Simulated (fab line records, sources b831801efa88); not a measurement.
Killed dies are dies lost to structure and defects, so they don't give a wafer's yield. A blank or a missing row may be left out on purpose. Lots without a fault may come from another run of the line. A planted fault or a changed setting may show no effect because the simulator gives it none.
Which tool did it? | flow gf180mcu | 13 lots, 39 wafers sampled, at 1 step of a route of 602

WHAT THE GAUGES READ, wafer by wafer
GF_V4_CD_MEAS_14: target cd 260 nm.
lot  | measured     | on        | cd_nm (nm)
L421 | day 24 03:01 | cd_sem-02 | 258.4 258.6 258.3
L423 | day 24 17:15 | cd_sem-01 | 259.3 259.6 259.8
L424 | day 25 11:26 | cd_sem-02 | 261.5 261.2 262.0
L425 | day 25 16:05 | cd_sem-01 | 258.7 259.3 258.2
L426 | day 26 16:54 | cd_sem-01 | 259.2 259.7 259.0
L427 | day 26 17:07 | cd_sem-01 | 258.7 258.9 259.2
L429 | day 27 02:08 | cd_sem-02 | 260.3 260.2 260.0
L430 | day 27 16:22 | cd_sem-01 | 258.8 259.2 258.6
L431 | day 27 16:41 | cd_sem-01 | 262.3 262.1 261.3
L433 | day 28 08:37 | cd_sem-01 | 259.4 259.3 260.3
L436 | day 29 14:59 | cd_sem-01 | 259.1 259.5 257.9
L438 | day 30 03:07 | cd_sem-01 | 260.2 258.8 260.2
L437 | day 30 04:19 | cd_sem-02 | 259.8 261.5 259.1

WHICH TOOL RAN EACH LOT (tool, then ch and the chambers of the sampled wafers, then the start)
The record holds no process step before these readings.

WHAT THE TOOLS THEMSELVES READ (means of the sampled wafers that have a number; where no wafer has one, the mark that the record gives instead)
The record holds no such reading with a usual standard deviation.

THE ANSWER, worked out from the rows above alone
Rule: what is usual is taken from the lots themselves. Put in order of their means at a reading, lots are off if they are a third of the lots or fewer, leave a main group of 4 or more, and stand apart from it by a gap of 3 or more times the standard deviation of the main group's means; of several such gaps the widest counts. A main group whose means are all the same, to the digits that the tables above print for the reading, isn't used. A lot without any number at a reading at which 4 lots or more have one is off too. The other lots that the step has rows for count as sound. The gauges are gone through in route order, then the tools' own readings, and for those a lot's mean is taken as printed above. The first step at which some lot is off is used, and at that step the reading that is off furthest; a lot without a number counts as furthest.
No lot is off at any reading shown: from this, nothing can be told.

WHAT THE SIMULATOR HAD PUT IN
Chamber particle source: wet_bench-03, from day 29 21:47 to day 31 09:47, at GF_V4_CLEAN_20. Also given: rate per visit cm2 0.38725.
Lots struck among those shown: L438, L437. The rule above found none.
